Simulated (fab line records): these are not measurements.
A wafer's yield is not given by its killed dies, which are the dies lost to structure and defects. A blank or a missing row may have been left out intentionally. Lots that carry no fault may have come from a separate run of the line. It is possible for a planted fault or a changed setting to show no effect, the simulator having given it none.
Struck lot and sound lot, side by side / flow sky130 / 14 steps out of a route of 708
Sound: wafers L551.2, L551.4, L551.5. Struck: wafer L539.1 (L539.2, L539.3, from the same lot, were not struck and are left out); the cause is given at the end.
Per side, at each step with rows, come the tool, then ch with its chambers, and then its first start. Under that, the readings that differ: sound wafers / struck wafers / difference of the means / sigmas: that difference in standard deviations of wafers without a fault.
alike: a reading whose means differ by less than 2 such deviations, as well as words and numbers matching on both sides. not compared: withheld readings; readings where some wafer has no value; bounds like >300 that might hide an equal value; numbers whose values overlap and for which the record gives no deviation.
Wherever a step has rows on one side only, a row that says differs or no value, or a row with sigmas, the two part there. Non-overlapping numbers with no deviation appear without sigmas and do not part them. A reading missing from all wafers of one side parts the sides only when that side holds two or more wafers.

SKY_VIA2_CD_MEAS_12: target cd 200 nm.
  sound on cd-sem-01, day 41 08:56; struck on cd-sem-01, day 37 15:29
  alike: cd-nm
SKY_VIA2_OVL_MEAS_13:
  sound on overlay-02, day 41 09:02; struck on overlay-01, day 37 15:37
  alike: VIA2_OVL
SKY_VIA2_ETCH_14: etches BARC in N2/H2, stops on SiO2, time 45.9 s, target depth 60 nm.
  sound on rie-diel-03 ch 0,3, day 41 09:04; struck on rie-diel-04 ch 3, day 37 15:39
  alike: drypump-motor-current-A, oes-product-au, throttle-valve-pct
  not compared: rf-hours-counter-h
then, 1 step without rows for these wafers: SKY_VIA2_ETCH_15 (etches SiO2 in C4F8/O2/Ar, stops on TiN, target depth 546 nm, time 84 s).
SKY_VIA2_STRIP_16: strips in O2/N2.
  sound on plasma-asher-04 ch 1, day 41 09:10; struck on plasma-asher-01 ch 0, day 37 15:46
  alike: drypump-motor-current-A, o2-flow-sccm, oes-product-au, strip-time-to-endpoint-s
  not compared: rf-hours-counter-h
then, 3 steps without rows for these wafers: SKY_VIA2_STRIP_17 (strips in post etch residue remover, time 1200 s); SKY_VIA2_CLEAN_18 (cleans in IPA, time 180 s); SKY_VIA2_CLEAN_19 (cleans in O3/DIW).
SKY_VIA2_SPUTTER_20: material TiN, target thk 20 nm, time 80 s.
  sound on pvd-sputter-02, day 41 09:48; struck on pvd-sputter-03, day 37 16:21
  alike: cathode-dc-power-W, throttle-valve-pct
SKY_VIA2_CVD_21: deposits W, target thk 420 nm, time 126.4 s.
  sound on cvd-w-02 ch 0,1, day 41 09:52; struck on cvd-w-01 ch 1, day 37 16:25
  alike: heater-power-w
SKY_VIA2_RS_MEAS_22: the measuring method here is four-point-probe.
  sound on film-metro-03, day 41 10:01; struck on film-metro-04, day 37 16:32
reading=VIA2_W_RS (ohm/sq); sound=0.271 0.269 0.269; struck=0.276; difference=+0.006; sigmas=+2
SKY_VIA2_THK_MEAS_23: measures by xrf.
  sound on film-metro-03, day 41 10:07; struck on film-metro-04, day 37 16:40
  alike: VIA2_W_THK
SKY_VIA2_CMP_24: polishes, stops on SiO2, t overpolish 20 s, target thk 0 nm.
  sound on cmp-02 ch 2,3, day 41 10:10; struck on cmp-01 ch 3, day 37 16:43
reading=overpolish-run-s (s); sound=20.011 19.982 19.999; struck=0.031; difference=-19.966; sigmas=-99 or more
reading=time-to-endpoint-s (s); sound=107 102 106; struck=157; difference=+52; sigmas=+13
  alike: motor-current-A
SKY_METAL3_SPUTTER_00: material Ti, target thk 15 nm, time 10 s.
  the record holds rows for the sound wafers here (pvd-sputter-04, day 41 10:28) but none for the struck ones

== WHERE THEY PART ==
At SKY_VIA2_RS_MEAS_22 first; at SKY_METAL3_SPUTTER_00 last (within this record only).

WHY: what had been put in by the simulator
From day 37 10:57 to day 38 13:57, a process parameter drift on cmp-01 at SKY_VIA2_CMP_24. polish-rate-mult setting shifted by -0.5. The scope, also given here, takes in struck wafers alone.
